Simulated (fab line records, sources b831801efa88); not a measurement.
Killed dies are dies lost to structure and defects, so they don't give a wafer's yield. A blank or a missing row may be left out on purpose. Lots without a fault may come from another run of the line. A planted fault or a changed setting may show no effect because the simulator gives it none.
Which tool did it? | flow gf180mcu | 14 lots, 42 wafers sampled, at 3 steps of a route of 602

WHAT THE GAUGES READ, wafer by wafer
GF_PSD_RS_MEAS_14: measures by four-point-probe. Usual: NSD_RS 46.25 ohm/sq, standard deviation 0.086.
lot  | measured     | on            | NSD_RS (ohm/sq)                     | flag
L910 | day 14 15:44 | film_metro-02 | 46.18 46.18 46.26                   |
L912 | day 15 05:51 | film_metro-02 | 46.36 46.26 46.24                   |
L913 | day 15 14:05 | film_metro-03 | 46.33 46.31 46.10                   |
L914 | day 15 23:18 | film_metro-03 | 46.33 46.30 46.28                   |
L915 | day 16 08:58 | film_metro-02 | 46.33 46.19 46.33                   |
L918 | day 17 12:34 | film_metro-02 | 46.26 46.32 46.16                   |
L920 | day 18 04:38 | film_metro-03 | 46.29 46.22 46.30                   |
L921 | day 18 10:01 | film_metro-04 | 46.21 46.09 46.19                   |
L922 | day 19 02:38 | film_metro-03 | 46.38 46.32 46.40                   |
L924 | day 19 16:08 | film_metro-02 | 46.29 46.34 46.25                   |
L925 | day 19 23:25 | film_metro-03 | 46.12 46.25 46.19                   |
L929 | day 21 05:01 | film_metro-04 | 46.23 46.41 46.20                   |
L931 | day 22 00:44 | film_metro-02 | 47.64 47.69 47.74 47.64 47.74 47.59 | OFF
L932 | day 22 09:41 | film_metro-04 | 47.65 47.72 47.52 47.74 47.68 47.66 | OFF

WHICH TOOL RAN EACH LOT (tool, then ch and the chambers of the sampled wafers, then the start)
lot  | GF_NSD_IMPLANT_10               | GF_NSD_STRIP_11
L910 | implanter-01 ch 0, day 13 17:50 | plasma_asher-04 ch 0,1, day 13 17:58
L912 | implanter-02 ch 0, day 14 08:01 | plasma_asher-01 ch 0,1, day 14 08:10
L913 | implanter-04 ch 0, day 14 15:46 | plasma_asher-04 ch 0,1, day 14 15:55
L914 | implanter-01 ch 0, day 15 00:55 | plasma_asher-02 ch 0,1, day 15 01:04
L915 | implanter-04 ch 0, day 15 10:22 | plasma_asher-02 ch 0,1, day 15 10:31
L918 | implanter-04 ch 0, day 16 13:23 | plasma_asher-04 ch 0,1, day 16 13:32
L920 | implanter-02 ch 0, day 17 05:11 | plasma_asher-02 ch 0,1, day 17 05:20
L921 | implanter-02 ch 0, day 17 10:38 | plasma_asher-04 ch 0,1, day 17 10:45
L922 | implanter-01 ch 0, day 18 01:38 | plasma_asher-02 ch 0,1, day 18 01:47
L924 | implanter-04 ch 0, day 18 15:04 | plasma_asher-01 ch 0,1, day 18 15:11
L925 | implanter-01 ch 0, day 18 22:05 | plasma_asher-02 ch 0,1, day 18 22:13
L929 | implanter-01 ch 0, day 20 04:46 | plasma_asher-02 ch 0,1, day 20 04:53
L931 | implanter-01 ch 0, day 21 00:38 | plasma_asher-01 ch 0,1, day 21 00:47
L932 | implanter-01 ch 0, day 21 09:31 | plasma_asher-02 ch 0,1, day 21 09:40
- GF_NSD_IMPLANT_10
- GF_NSD_STRIP_11: strips in O2/N2.

WHAT THE TOOLS THEMSELVES READ (means of the sampled wafers that have a number; where no wafer has one, the mark that the record gives instead)
GF_NSD_IMPLANT_10. Usual: beam_on_s 9.99 s, standard deviation 0.19; end_station_pressure_torr 7.3e-06 Torr, standard deviation 3.5e-07; faraday_current_uA 2792, standard deviation 52.
lot  | tool         | beam_on_s (s) | end_station_pressure_torr (Torr) | faraday_current_uA | flag
L910 | implanter-01 | 9.94          | 7.1e-06                          | 2815               |
L912 | implanter-02 | 9.90          | 7.4e-06                          | 2818               |
L913 | implanter-04 | 10.05         | 7.3e-06                          | 2775               |
L914 | implanter-01 | 9.88          | 7.5e-06                          | 2819               |
L915 | implanter-04 | 9.90          | 6.9e-06                          | 2814               |
L918 | implanter-04 | 9.89          | 7.2e-06                          | 2822               |
L920 | implanter-02 | 10.10         | 7.5e-06                          | 2767               |
L921 | implanter-02 | 9.96          | 7.1e-06                          | 2803               |
L922 | implanter-01 | 9.89          | 7.3e-06                          | 2822               |
L924 | implanter-04 | 9.93          | 7.2e-06                          | 2798               |
L925 | implanter-01 | 10.01         | 7.2e-06                          | 2780               |
L929 | implanter-01 | 10.00         | 7.1e-06                          | 2793               |
L931 | implanter-01 | 7.70          | 7.4e-06                          | 3617               | OFF
L932 | implanter-01 | 7.71          | 7.4e-06                          | 3620               | OFF

GF_NSD_STRIP_11. Usual: drypump_motor_current_A 5.73 A, standard deviation 0.26; heater_power_w 330 W, standard deviation 34; oes_product_au 0.488 a.u., standard deviation 0.0044; strip_time_to_endpoint_s 22.85 s, standard deviation 0.035.
lot  | tool            | drypump_motor_current_A (A) | heater_power_w (W) | oes_product_au (a.u.) | strip_time_to_endpoint_s (s) | flag
L910 | plasma_asher-04 | 5.54                        | 297                | 0.490                 | 22.85                        |
L912 | plasma_asher-01 | 5.53                        | 346                | 0.490                 | 22.84                        |
L913 | plasma_asher-04 | 5.53                        | 303                | 0.493                 | 22.81                        |
L914 | plasma_asher-02 | 5.97                        | 334                | 0.489                 | 22.82                        |
L915 | plasma_asher-02 | 5.97                        | 340                | 0.490                 | 22.83                        |
L918 | plasma_asher-04 | 5.38                        | 291                | 0.487                 | 22.82                        |
L920 | plasma_asher-02 | 5.95                        | 343                | 0.484                 | 22.84                        |
L921 | plasma_asher-04 | 5.53                        | 298                | 0.488                 | 22.85                        |
L922 | plasma_asher-02 | 5.96                        | 336                | 0.488                 | 22.83                        |
L924 | plasma_asher-01 | 5.59                        | 322                | 0.485                 | 22.88                        |
L925 | plasma_asher-02 | 6.00                        | 353                | 0.490                 | 22.83                        |
L929 | plasma_asher-02 | 5.99                        | 360                | 0.490                 | 22.84                        |
L931 | plasma_asher-01 | 5.60                        | 321                | 0.489                 | 22.75                        |
L932 | plasma_asher-02 | 5.95                        | 334                | 0.484                 | 22.70                        | OFF

THE ANSWER, worked out from the rows above alone
Rule: a lot is off if the mean of its wafers that have a number lies more than 3 standard deviations from the usual mean. A lot without any number at a reading at which 4 lots or more have one is off too. The other lots that the step has rows for count as sound. The gauges are gone through in route order, then the tools' own readings, and for those a lot's mean is taken as printed above. The first step at which some lot is off is used, and at that step the reading that is off furthest; a lot without a number counts as furthest.
Off: L931, L932, at GF_PSD_RS_MEAS_14 (NSD_RS).
A tool fits if, at a process step before that reading, it ran every lot that is off, and no sound lot after the first of them. The gauges at GF_PSD_RS_MEAS_14 aren't tried: what is off there is off at GF_NSD_IMPLANT_10 too, on other tools, and a gauge's error can't cause that. One fits: implanter-01 at GF_NSD_IMPLANT_10. Its last sound lot is L929 (day 20 04:46), its first lot that is off L931 (day 21 00:38): a fault that began between those two fits.
The tool's own readings at GF_NSD_IMPLANT_10 bear it out: on the lots that are off they differ by more than 5 times the standard deviation of the sound lots' means. beam_on_s reads 7.71 s there against 9.95 s on the sound lots; faraday_current_uA reads 3618 there against 2802 on the sound lots.

WHAT THE SIMULATOR HAD PUT IN
Process parameter drift: implanter-01, from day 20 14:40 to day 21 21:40, at GF_NSD_IMPLANT_10. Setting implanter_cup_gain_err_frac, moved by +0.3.
Lots struck among those shown: L931, L932. The rule above found the same.
